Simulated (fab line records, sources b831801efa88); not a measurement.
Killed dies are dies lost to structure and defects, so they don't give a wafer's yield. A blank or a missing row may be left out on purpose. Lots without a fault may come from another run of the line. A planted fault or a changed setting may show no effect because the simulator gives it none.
One fault seen from 2 desks | flow gf180mcu | each desk has only its own numbers; what lay behind them comes last

THE TOOL OWNER'S DESK: pvd_sputter-03
The tool's own readings at GF_CONTACT_SPUTTER_22 (material Ti, target thk 15 nm, time 80.02 s): means of the sampled wafers that have a number, for each lot that ran on this tool. A lot is out of limits, marked OUT, if its mean lies more than 4 standard deviations from the usual mean; the brackets give that distance.
Columns: A = cathode_dc_power_W at GF_CONTACT_SPUTTER_22, usual 2500.0 W; B = throttle_valve_pct at GF_CONTACT_SPUTTER_22, usual 30.2 %
lot  | first seen here | A                        | B
L134 | day 16 16:28    | 2500.1                   | 30.4
L151 | day 22 21:28    | 2359.8 (-99 or more) OUT | 30.4
L153 | day 23 21:46    | 2360.1 (-99 or more) OUT | 30.0
This desk's finding: out of limits on L151, L153; first on L151, day 22 21:28 (cathode_dc_power_W at GF_CONTACT_SPUTTER_22). In limits: L134.

THE METROLOGY DESK
What the gauges read, lot by lot, whatever tool the lot ran on: means of the sampled wafers that have a number. A lot is out of limits, marked OUT, if its mean lies more than 4 standard deviations from the usual mean; the brackets give that distance.
Columns: A = cd_nm at GF_CONTACT_CD_MEAS_14, usual 220.2 nm; B = CONTACT_OVL at GF_CONTACT_OVL_MEAS_15, usual 0 nm
lot  | first seen here | A     | B
L134 | day 16 15:52    | 220.2 | 7
L144 | day 20 08:44    | 218.4 | -3
L151 | day 22 20:45    | 222.1 | 2
L153 | day 23 21:09    | 219.5 | -3
L154 | day 24 06:01    | 219.9 | 1
L155 | day 24 07:05    | 221.6 | -4
This desk's finding: nothing out of limits on any of the 6 lots.

PUT TOGETHER
The tool owner's desk could have raised an alarm at day 22 21:28, on L151, L153.
The metrology desk saw nothing out of limits.
The metrology desk has L151, L153 on record, within its limits.
Of the lots named, all ran GF_CONTACT_SPUTTER_22 on pvd_sputter-03.

WHAT THE SIMULATOR HAD PUT IN
Process parameter drift: pvd_sputter-03, from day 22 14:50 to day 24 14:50, at GF_CONTACT_SPUTTER_22. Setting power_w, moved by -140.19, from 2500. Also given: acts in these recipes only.
Lots struck among those shown: L151, L153.
Hours from the fault's start to each desk's first reading out of limits: the tool owner's desk, 7.
